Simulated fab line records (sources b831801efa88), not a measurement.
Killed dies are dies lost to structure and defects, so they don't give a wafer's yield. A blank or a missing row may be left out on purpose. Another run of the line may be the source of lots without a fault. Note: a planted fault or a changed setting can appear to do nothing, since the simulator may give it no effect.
What tool caused it? | flow sky130 | 7 lots with 21 wafers sampled at 2 steps, on a route of 708 steps

## WHAT THE GAUGES READ, wafer by wafer
SKY_LI_CONTACT_BOW_MEAS_03.
lot  | measured     | on           | LI_CONTACT_BOW (um)
L932 | day 28 02:31 | filmMetro-01 | 62 59 56
L934 | day 29 07:31 | filmMetro-01 | 51 62 50
L936 | day 29 20:55 | filmMetro-04 | 73 54 62
L938 | day 30 14:33 | filmMetro-03 | 50 63 50
L940 | day 31 02:28 | filmMetro-01 | 58 58 60
L949 | day 33 22:44 | filmMetro-03 | 51 50 41
L951 | day 34 13:34 | filmMetro-03 | 45 46 55

## TOOL THAT RAN EACH LOT (tool first, then ch and the chambers of the sampled wafers, then the start)
lot  | SKY_GATE_OXIDE_OXIDATION_16
L932 | furnace-01 ch 0, day 13 23:47
L934 | furnace-01 ch 0, day 15 02:52
L936 | furnace-01 ch 0, day 15 14:13
L938 | furnace-02 ch 0, day 16 11:49
L940 | furnace-02 ch 0, day 17 00:02
L949 | furnace-02 ch 0, day 20 04:23
L951 | furnace-01 ch 0, day 21 00:09
- SKY_GATE_OXIDE_OXIDATION_16: stabilise 600 s, purge 300 s, target thk 3.57 nm.

## THE ANSWER, worked out from the rows above alone
Rule: the lots themselves supply what counts as usual. The widest of any qualifying gaps counts: lots, ordered by their means at a reading, are off when they make up no more than a third of the lots, leave a main group of 4 or more, and stand apart from it by 3 or more times the standard deviation of that group's means. Not used: any main group whose means are identical at the precision the tables above print for the reading. Also off: a lot with no number at a reading for which 4 or more lots have one. All remaining lots with rows at the step are treated as sound.
None of the lots is off at any reading shown; this tells nothing.

## WHAT HAD BEEN PUT IN BY THE SIMULATOR
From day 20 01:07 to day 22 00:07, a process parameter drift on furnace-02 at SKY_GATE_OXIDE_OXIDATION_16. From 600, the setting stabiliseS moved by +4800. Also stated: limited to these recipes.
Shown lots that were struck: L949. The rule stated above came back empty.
